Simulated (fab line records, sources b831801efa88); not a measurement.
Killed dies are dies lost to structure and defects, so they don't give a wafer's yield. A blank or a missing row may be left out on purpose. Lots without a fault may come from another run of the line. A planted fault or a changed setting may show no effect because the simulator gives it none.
fab line records | flow gf180mcu
record lots=14 wafers=42 last_day=34
route steps=602 shown NSD@242 SALICIDE@280 V1@356 M2@365
lots that met no fault: from a run of the same line without faults
start_h: hours from the record's first day to the start of the lot's first wafer shown | wait_h: hours since the lot's step before | " the same as in the row above | L1.1+2: a row that stands for several wafers | - no value, or no start given | * or withheld: withheld | < > ~ a bound
route shown NAME@n: a module of which the file shows steps, and the number in the route of the first | usual: mean/standard deviation of fault-free wafers | same: alike in all rows | chamber/n: place in a boat | sites: the reading at each site | _std_site: their standard deviation | _edge_site: outer sites' mean less inner sites' | radius_mm: how far each site lies from the wafer's centre | mask NAME#n: copy n | behind: the tool/chamber that last shaped the wafer | hold: why the lot was held/for how many hours/how that ended | device: the transistor (n, p or np) that didn't switch | end of line: the same wafers' tests at the end of the route | a step without rows: its recipe alone | killed: dies lost to structure and defects at the first sort, not the wafer's yield | map: a wafer's dies, x killed, . not, _ none there
set.NAME: the setting as run; set.NAME@STEP: as run at that earlier step | model.NAME: the simulator's own value behind a step, which no gauge read
steps of the route over a sample of lots; a table a step, a row a wafer
services: from which hour (start_h, from the record's first day; less than 0 if before it) a tool's chamber was out of use, for how many hours, and why
## steps
# step GF_NSD_CD_MEAS_07
# recipe target_cd_nm=400
# usual cd_nm=400.7/2.5
# columns lot.wafer tool chamber start_h wait_h cd_nm
L257.1 cd_sem-01 - 299.15 0.1 400.7
L257.4 " - " " 400.5
L257.6 " - " " 400.0
L260.1 cd_sem-02 - 315.68 0.1 397.9
L260.2 " - " " 400.2
L260.6 " - " " 398.7
L259.2 cd_sem-01 - 315.75 0.1 400.3
L259.3 " - " " 398.7
L259.4 " - " " 398.7
L262.2 cd_sem-01 - 332.82 0.1 402.7
L262.5 " - " " 401.9
L262.6 " - " " 404.1
L264.1 cd_sem-02 - 347.95 0.1 402.2
L264.5 " - " " 401.8
L264.6 " - " " 402.6
L265.3 cd_sem-02 - 356.82 0.1 394.5
L265.4 " - " " 396.0
L265.5 " - " " 399.3
L266.1 cd_sem-02 - 371.58 0.1 399.9
L266.2 " - " " 400.9
L266.3 " - " " 402.2
L267.4 cd_sem-02 - 373.24 0.1 399.5
L267.5 " - " " 399.9
L267.6 " - " " 399.0
L268.1 cd_sem-02 - 377.15 0.1 398.1
L268.2 " - " " 396.3
L268.4 " - " " 397.9
L269.2 cd_sem-02 - 390.50 0.1 399.1
L269.3 " - " " 399.0
L269.4 " - " " 399.0
L277.1 cd_sem-01 - 470.57 0.1 405.0
L277.2 " - " " 401.4
L277.3 " - " " 404.8
L279.1 cd_sem-01 - 482.45 0.1 400.3
L279.2 " - " " 401.1
L279.5 " - " " 399.6
L278.1 cd_sem-01 - 484.82 0.1 401.8
L278.3 " - " " 400.1
L278.5 " - " " 400.0
L280.1 cd_sem-01 - 491.43 0.1 395.6
L280.3 " - " " 397.0
L280.6 " - " " 396.6
# step GF_SALICIDE_SPUTTER_02
# recipe material=Co target_thk_nm=10 power_w=1000 time_s=20 chamber_pressure_pa=0.4
# usual throttle_valve_pct=30.0/1.3
# columns lot.wafer tool chamber start_h wait_h throttle_valve_pct
L257.1 pvd_sputter-01 - 342.67 0.0 31.2
L257.4 " - " " 29.5
L257.6 " - " " 32.0
L260.1 pvd_sputter-04 - 360.20 0.0 27.4
L260.2 " - " " 29.6
L260.6 " - " " 27.1
L259.2 pvd_sputter-03 - 360.32 0.0 30.8
L259.3 " - " " 31.8
L259.4 " - " " 30.0
L262.2 pvd_sputter-03 - 378.24 0.0 31.6
L262.5 " - " " 29.8
L262.6 " - " " 29.2
L264.1 pvd_sputter-03 - 393.62 0.0 30.5
L264.5 " - " " 29.1
L264.6 " - " " 30.3
L265.3 pvd_sputter-01 - 404.03 0.0 27.6
L265.4 " - " " 32.0
L265.5 " - " " 30.7
L266.1 pvd_sputter-01 - 418.68 0.0 30.9
L266.2 " - " " 29.4
L266.3 " - " " 27.5
L267.4 pvd_sputter-03 - 421.34 0.0 31.4
L267.5 " - " " 30.6
L267.6 " - " " 29.8
L268.1 pvd_sputter-01 - 425.47 0.0 27.7
L268.2 " - " " 31.0
L268.4 " - " " 29.5
L269.2 pvd_sputter-01 - 440.02 0.0 32.0
L269.3 " - " " 30.8
L269.4 " - " " 27.4
L277.1 pvd_sputter-01 - 517.94 0.0 32.1
L277.2 " - " " 27.6
L277.3 " - " " 30.8
L279.1 pvd_sputter-04 - 529.12 0.0 29.5
L279.2 " - " " 29.4
L279.5 " - " " 27.5
L278.1 pvd_sputter-03 - 531.81 0.0 31.4
L278.3 " - " " 29.4
L278.5 " - " " 31.6
L280.1 pvd_sputter-03 - 538.88 0.0 30.3
L280.3 " - " " 31.6
L280.6 " - " " 29.2
# step GF_SALICIDE_RS_MEAS_04
# recipe thk_meas_gauge=four-point-probe reads=TiN_of_SALICIDE_SPUTTER_03+Co_of_SALICIDE_SPUTTER_02
# usual SALICIDE_TIN_RS=16.3/0.3
# columns lot.wafer tool chamber start_h wait_h SALICIDE_TIN_RS[ohm/sq]
L257.1 film_metro-04 - 342.73 0.0 15.8
L257.4 " - " " 16.1
L257.6 " - " " 15.9
L260.1 film_metro-02 - 360.26 0.0 16.1
L260.2 " - " " 16.2
L260.6 " - " " 15.9
L259.2 film_metro-04 - 360.40 0.0 15.8
L259.3 " - " " 16.1
L259.4 " - " " 16.0
L262.2 film_metro-02 - 378.31 0.0 16.3
L262.5 " - " " 16.2
L262.6 " - " " 16.3
L264.1 film_metro-02 - 393.68 0.0 16.0
L264.5 " - " " 16.3
L264.6 " - " " 15.9
L265.3 film_metro-04 - 404.12 0.1 16.2
L265.4 " - " " 16.2
L265.5 " - " " 16.0
L266.1 film_metro-02 - 418.74 0.0 15.8
L266.2 " - " " 15.9
L266.3 " - " " 16.0
L267.4 film_metro-02 - 421.44 0.1 16.7
L267.5 " - " " 16.2
L267.6 " - " " 16.1
L268.1 film_metro-03 - 425.52 0.0 22.4
L268.2 " - " " 16.6
L268.4 " - " " 16.6
L269.2 film_metro-02 - 440.09 0.0 16.9
L269.3 " - " " 16.7
L269.4 " - " " 23.1
L277.1 film_metro-03 - 517.99 0.0 16.2
L277.2 " - " " 16.5
L277.3 " - " " 16.2
L279.1 film_metro-02 - 529.18 0.0 16.4
L279.2 " - " " 16.1
L279.5 " - " " 16.3
L278.1 film_metro-02 - 531.87 0.0 16.5
L278.3 " - " " 16.6
L278.5 " - " " 16.5
L280.1 film_metro-03 - 538.93 0.0 16.0
L280.3 " - " " 16.1
L280.6 " - " " 16.3
# step GF_V1_SPUTTER_21
# recipe material=Ti target_thk_nm=15 chamber_pressure_pa=5 power_w=2500 substrate_temp_c=200 time_s=80.02
# usual throttle_valve_pct=30.2/1.3
# columns lot.wafer tool chamber start_h wait_h throttle_valve_pct
L257.1 pvd_sputter-02 - 415.85 0.0 31.2
L257.4 " - " " 30.8
L257.6 " - " " 31.6
L260.1 pvd_sputter-02 - 434.19 0.0 31.0
L260.2 " - " " 30.8
L260.6 " - " " 30.9
L259.2 pvd_sputter-03 - 434.97 0.0 29.6
L259.3 " - " " 29.8
L259.4 " - " " 30.7
L262.2 pvd_sputter-03 - 454.69 0.0 31.8
L262.5 " - " " 29.3
L262.6 " - " " 30.4
L264.1 pvd_sputter-03 - 469.27 0.0 29.0
L264.5 " - " " 30.4
L264.6 " - " " 31.5
L265.3 pvd_sputter-01 - 480.09 0.0 29.5
L265.4 " - " " 27.5
L265.5 " - " " 30.8
L266.1 pvd_sputter-01 - 495.82 0.0 31.1
L266.2 " - " " 29.5
L266.3 " - " " 27.8
L267.4 pvd_sputter-02 - 498.25 0.0 31.6
L267.5 " - " " 31.3
L267.6 " - " " 28.1
L268.1 pvd_sputter-02 - 500.70 0.0 28.0
L268.2 " - " " 30.6
L268.4 " - " " 31.3
L269.2 pvd_sputter-01 - 515.54 0.0 32.2
L269.3 " - " " 30.9
L269.4 " - " " 30.8
L277.1 pvd_sputter-03 - 589.79 0.0 30.4
L277.2 " - " " 29.9
L277.3 " - " " 31.5
L279.1 pvd_sputter-03 - 600.25 0.0 31.8
L279.2 " - " " 30.4
L279.5 " - " " 30.6
L278.1 pvd_sputter-03 - 603.28 0.0 29.6
L278.3 " - " " 29.5
L278.5 " - " " 29.3
L280.1 pvd_sputter-01 - 607.67 0.0 27.6
L280.3 " - " " 30.8
L280.6 " - " " 27.5
# step GF_M2_SPUTTER_03
# recipe material=Ti target_thk_nm=10 substrate_temp_c=300 chamber_pressure_pa=0.3 power_w=3000 time_s=6.7
# usual throttle_valve_pct=29.8/1.4
# columns lot.wafer tool chamber start_h wait_h throttle_valve_pct
L257.1 pvd_sputter-03 - 416.70 0.0 29.2
L257.4 " - " " 29.9
L257.6 " - " " 29.8
L260.1 pvd_sputter-04 - 435.05 0.0 29.7
L260.2 " - " " 29.5
L260.6 " - " " 27.0
L259.2 pvd_sputter-01 - 435.83 0.0 29.5
L259.3 " - " " 27.6
L259.4 " - " " 31.8
L262.2 pvd_sputter-01 - 455.55 0.0 29.5
L262.5 " - " " 32.0
L262.6 " - " " 27.5
L264.1 pvd_sputter-03 - 470.13 0.0 31.7
L264.5 " - " " 30.5
L264.6 " - " " 29.4
L265.3 pvd_sputter-03 - 480.94 0.0 31.5
L265.4 " - " " 29.9
L265.5 " - " " 31.7
L266.1 pvd_sputter-03 - 496.67 0.0 29.4
L266.2 " - " " 29.7
L266.3 " - " " 30.6
L267.4 pvd_sputter-04 - 499.11 0.0 29.5
L267.5 " - " " 30.0
L267.6 " - " " 29.4
L268.1 pvd_sputter-01 - 501.75 0.0 32.2
L268.2 " - " " 27.5
L268.4 " - " " 29.4
L269.2 pvd_sputter-03 - 516.39 0.0 29.4
L269.3 " - " " 30.5
L269.4 " - " " 31.7
L277.1 pvd_sputter-04 - 590.65 0.0 27.3
L277.2 " - " " 29.3
L277.3 " - " " 29.6
L279.1 pvd_sputter-03 - 601.10 0.0 30.0
L279.2 " - " " 29.4
L279.5 " - " " 31.6
L278.1 pvd_sputter-01 - 604.13 0.0 31.8
L278.3 " - " " 30.8
L278.5 " - " " 30.9
L280.1 pvd_sputter-03 - 608.63 0.0 31.6
L280.3 " - " " 30.6
L280.6 " - " " 30.1
## services
# columns tool chamber start_h hours kind
pvd_sputter-04 - 340.43 1.3 repair
pvd_sputter-04 - 352.43 3.0 repair
pvd_sputter-01 - 361.17 8.3 repair
pvd_sputter-04 - 374.87 2.8 repair
pvd_sputter-04 - 397.49 8.1 repair
pvd_sputter-04 - 406.55 1.8 repair
pvd_sputter-04 - 412.71 15.3 repair
pvd_sputter-03 1 416.76 - consumable_replace:kit
pvd_sputter-03 1 416.76 18.0 scheduled_down
pvd_sputter-03 1 416.76 18.0 vent_cycle
pvd_sputter-04 - 466.13 6.3 repair
pvd_sputter-01 0 509.52 - consumable_replace:kit
pvd_sputter-01 0 509.52 18.0 scheduled_down
pvd_sputter-01 0 509.52 18.0 vent_cycle
pvd_sputter-02 2 519.72 - consumable_replace:kit
pvd_sputter-02 2 519.72 18.0 scheduled_down
pvd_sputter-02 2 519.72 18.0 vent_cycle
pvd_sputter-02 - 537.28 1.4 repair
pvd_sputter-02 - 543.85 2.1 repair
pvd_sputter-04 - 576.97 2.0 repair
pvd_sputter-04 - 607.49 4.6 repair
## key
first_sign step=GF_SALICIDE_RS_MEAS_04 reading=SALICIDE_TIN_RS direction=up sigmas=21 usual=16.3 struck=22.7
effect none on later readings
met_at GF_SALICIDE_SPUTTER_02
struck_lots L268,L269
struck_wafers L268.1,L269.4
tester_left_out L268,L269
not_acting_at GF_NSD_CD_MEAS_07,GF_V1_SPUTTER_21,GF_M2_SPUTTER_03
onset_between 418.68 425.47
fault kind=process_parameter_drift tool=pvd_sputter-01 chamber=- onset_h=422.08 steps=GF_SALICIDE_SPUTTER_02 channel=target_thk_nm offset=-2.8287 shape=step end_h=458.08 acts_in=these_recipes_only stated=10 scope=struck_wafers_only
# tester_left_out: of these lots the tester's yield and bins aren't shown, on N5 and GAA mostly nor the transistor test; their killed dies are dies lost to structure and defects alone, not to doping, threshold or leakage, so they don't give the yield
